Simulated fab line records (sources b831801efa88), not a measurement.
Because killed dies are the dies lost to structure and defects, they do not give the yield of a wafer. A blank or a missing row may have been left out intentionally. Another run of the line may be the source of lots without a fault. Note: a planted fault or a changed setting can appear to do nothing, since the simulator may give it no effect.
2 desks looking at one fault || flow gf180mcu || each desk has only its own numbers; what lay behind them comes last

== FROM THE METROLOGY DESK ==
Means of the sampled wafers that have a number, per lot and without regard to the tool the lot ran on: this is what the gauges read. Marked OUT: a lot whose mean sits more than 4 standard deviations from the usual mean, which makes it out of limits; the brackets give that distance.
Columns: A = STI_CVD_03_THK at GF_STI_THK_MEAS_04, usual 207.6 nm; B = V2_CVD_00_THK at GF_V2_THK_MEAS_01, usual 600 nm; C = V2_BOW at GF_V2_BOW_MEAS_05, usual 99 um; D = V2_OVL at GF_V2_OVL_MEAS_15, usual 0 nm
{"lot": "L592", "first seen here": "day 1 13:46", "A": 210.9, "B": 599, "C": 101, "D": 2}
{"lot": "L593", "first seen here": "day 1 18:49", "A": 206.9, "B": 588, "C": 91, "D": -5}
{"lot": "L594", "first seen here": "day 1 23:34", "A": 205.4, "B": 608, "C": 99, "D": 2}
{"lot": "L595", "first seen here": "day 2 05:04", "A": 206.3, "B": 598, "C": 103, "D": 5}
{"lot": "L596", "first seen here": "day 2 09:46", "A": 210.6, "B": 604, "C": 99, "D": -5}
{"lot": "L597", "first seen here": "day 2 14:34", "A": 206.4, "B": 603, "C": 98, "D": -2}
{"lot": "L598", "first seen here": "day 2 20:40", "A": 209.0, "B": 593, "C": 95, "D": 3}
{"lot": "L599", "first seen here": "day 3 01:55", "A": 207.3, "B": 611, "C": 89, "D": -3}
{"lot": "L601", "first seen here": "day 3 10:38", "A": 204.6, "B": 598, "C": 98, "D": 3}
{"lot": "L603", "first seen here": "day 3 20:35", "A": 208.3, "B": 604, "C": 104, "D": 1}
{"lot": "L604", "first seen here": "day 4 01:46", "A": 206.5, "B": 606, "C": 98, "D": -1}
{"lot": "L605", "first seen here": "day 4 06:34", "A": "331.9 (+69) OUT", "B": "-", "C": "-", "D": "-"}
This desk reports L605 out of limits; the earliest was L605 at day 4 06:34 (STI_CVD_03_THK at GF_STI_THK_MEAS_04). L592, L593, L594, L595, L596, L597, L598, L599, L601, L603, L604: within limits.

== FOR THE TOOL OWNER'S DESK: lpcvd-01 ==
The tool's own readings at GF_STI_CVD_03 (deposits Si3N4 from DCS/NH3, target thk 207.16 nm, time 3551 s): means of the sampled wafers that have a number, for each lot that ran on this tool. Marked OUT: a lot whose mean sits more than 4 standard deviations from the usual mean, which makes it out of limits; the brackets give that distance.
Columns: A = zonePowerUpperPct at GF_STI_CVD_03, usual 12.6 %
{"lot": "L593", "first seen here": "day 1 16:50", "A": 12.8}
{"lot": "L594", "first seen here": "day 1 21:34", "A": 13.7}
{"lot": "L595", "first seen here": "day 2 03:05", "A": 13.6}
{"lot": "L597", "first seen here": "day 2 12:34", "A": 12.9}
{"lot": "L599", "first seen here": "day 2 23:55", "A": 12.8}
{"lot": "L601", "first seen here": "day 3 08:37", "A": 12.8}
{"lot": "L603", "first seen here": "day 3 18:34", "A": 13.7}
{"lot": "L604", "first seen here": "day 3 23:44", "A": 13.5}
{"lot": "L605", "first seen here": "day 4 04:34", "A": 13.7}
Result from this desk: across the 9 lots, nothing is out of limits.

== TAKEN TOGETHER ==
L605 would have let the metrology desk raise an alarm at day 4 06:34.
The desk of the tool owner found nothing out of limits.
Tool owner's desk: L605 on record, inside its limits.
Every lot named ran GF_STI_CVD_03 on lpcvd-01.

== WHAT THE SIMULATOR HAD PUT IN ==
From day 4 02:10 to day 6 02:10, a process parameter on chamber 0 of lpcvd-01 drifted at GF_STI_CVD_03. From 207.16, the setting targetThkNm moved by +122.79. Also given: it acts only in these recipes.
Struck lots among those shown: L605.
Delay in hours, fault start to first out-of-limits reading, per desk: metrology desk 4.
